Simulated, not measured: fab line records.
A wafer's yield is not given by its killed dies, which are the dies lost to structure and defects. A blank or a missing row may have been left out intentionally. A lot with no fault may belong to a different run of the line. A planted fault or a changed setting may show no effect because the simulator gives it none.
Struck lot and sound lot, side by side | flow gf180mcu | 31 steps out of a route of 602
Sound: these wafers, L237.1, L237.2, L237.6. Wafers struck: L258.1, L258.2, L258.3. The cause comes at the end.
Order at every step that has rows: each side's tool, ch and its chambers, its first start. Under that, the readings that differ: sound wafers | struck wafers | difference of the means | sigmas: that difference in standard deviations of wafers without a fault.
alike: a reading whose means differ by less than 2 such deviations, as well as words and numbers matching on both sides. not compared: withheld readings; readings where some wafer has no value; bounds like >300 that might hide an equal value; numbers whose values overlap and for which the record gives no deviation.
The two part at a step that has a row with sigmas, a row that says differs or no value, or rows on one side only. Non-overlapping numbers with no deviation appear without sigmas and do not part them. A reading missing from all wafers of one side parts the sides only when that side holds two or more wafers.

GF_HV_LDD_STRIP_10: strips in O2/N2.
  sound on plasma-asher-03 ch 0,1, day 10 08:35; struck on plasma-asher-01 ch 0,1, day 16 07:29
  alike: chamber-pressure-mTorr, drypump-motor-current-A, heater-power-w, o2-flow-sccm, oes-product-au, strip-time-to-endpoint-s
  not compared: rf-hours-counter-h
GF_HV_LDD_TW_MEAS_11:
  sound: film-metro-01 at day 10 08:41; struck: film-metro-01 at day 16 07:35
  alike: HV_LDD_TW
then, 7 steps without rows for these wafers: GF_HV_LDD_DEHYDRATE_12 (time 60 s); GF_HV_LDD_HMDS_13 (prime time 60 s); GF_HV_LDD_COAT_14 (resist thk 1000 nm); GF_HV_LDD_SOFTBAKE_15 (time 60 s); GF_HV_LDD_EXPOSE_16 (exposes mask Pplus LV AREA, target cd 400 nm); GF_HV_LDD_PEB_17; GF_HV_LDD_DEVELOP_18 (develop time 60 s).
GF_HV_LDD_CD_MEAS_19: the cd target is 400 nm.
  sound: cd-sem-01 at day 11 02:17; struck: cd-sem-01 at day 17 05:26
  alike: cd-nm
GF_HV_LDD_OVL_MEAS_20:
  sound: overlay-01 at day 11 02:24; struck: overlay-02 at day 17 05:33
  alike: HV_LDD_01_OVL
after that, 1 step had no rows for these wafers: GF_HV_LDD_IMPLANT_21.
GF_HV_LDD_STRIP_22: strips in O2/N2.
  sound on plasma-asher-01 ch 0,1, day 11 02:35; struck on plasma-asher-02 ch 0,1, day 17 05:44
  no value came back on the struck wafers for any of 6 readings (chamber-pressure-mTorr (mTorr), drypump-motor-current-A (A) and others); on the sound wafers chamber-pressure-mTorr (mTorr) reads 1498.2 1501.4 1499.5
  reading                                     | sound | struck           | difference | sigmas
  model.NOVOLAK_of_HV_LDD_COAT_14.thk-nm (nm) | 0 0 0 | 998.9 998.9 1001 | +999.6     |
  not compared: rf-hours-counter-h
GF_HV_LDD_TW_MEAS_23:
  sound: film-metro-04 at day 11 02:41; struck: film-metro-04 at day 17 05:50
  alike: HV_LDD_2_TW
then, 7 steps without rows for these wafers: GF_HV_LDD_DEHYDRATE_24 (time 60 s); GF_HV_LDD_HMDS_25 (prime time 60 s); GF_HV_LDD_COAT_26 (resist thk 1000 nm); GF_HV_LDD_SOFTBAKE_27 (time 60 s); GF_HV_LDD_EXPOSE_28 (exposes mask Nplus HV AREA, target cd 400 nm); GF_HV_LDD_PEB_29; GF_HV_LDD_DEVELOP_30 (develop time 60 s).
GF_HV_LDD_CD_MEAS_31: the cd target is 400 nm.
  sound: cd-sem-02 at day 11 21:05; struck: cd-sem-01 at day 18 04:25
  alike: cd-nm
GF_HV_LDD_OVL_MEAS_32:
  sound: overlay-02 at day 11 21:13; struck: overlay-01 at day 18 04:32
  alike: HV_LDD_02_OVL
then, 4 steps without rows for these wafers: GF_HV_LDD_IMPLANT_33; GF_HV_LDD_IMPLANT_34; GF_HV_LDD_IMPLANT_35; GF_HV_LDD_IMPLANT_36.
GF_HV_LDD_STRIP_37: strips in O2/N2.
  sound on plasma-asher-03 ch 0,1, day 11 21:50; struck on plasma-asher-02 ch 0,1, day 18 05:11
  reading                      | sound             | struck            | difference | sigmas
  strip-time-to-endpoint-s (s) | 12.61 12.58 12.64 | 27.58 27.56 27.61 | +14.97     | +99 or more
  alike: chamber-pressure-mTorr, drypump-motor-current-A, heater-power-w, o2-flow-sccm, oes-product-au
  not compared: rf-hours-counter-h
GF_HV_LDD_TW_MEAS_38:
  sound: film-metro-01 at day 11 21:56; struck: film-metro-02 at day 18 05:17
  reading     | sound          | struck   | difference | sigmas
  HV_LDD_3_TW | 1422 1430 1422 | 30 30 30 | -1395      | -70
then, 1 step without rows for these wafers: GF_HV_LDD_DEHYDRATE_39 (time 60 s).
GF_PASSIVATION_PROBE_99:
  the record holds rows for the sound wafers here (prober-02, day 29 07:32) but none for the struck ones

WHERE THEY PART
At GF_HV_LDD_STRIP_22 first; at GF_PASSIVATION_PROBE_99 last (within this record only).

WHY: whatever the simulator had introduced
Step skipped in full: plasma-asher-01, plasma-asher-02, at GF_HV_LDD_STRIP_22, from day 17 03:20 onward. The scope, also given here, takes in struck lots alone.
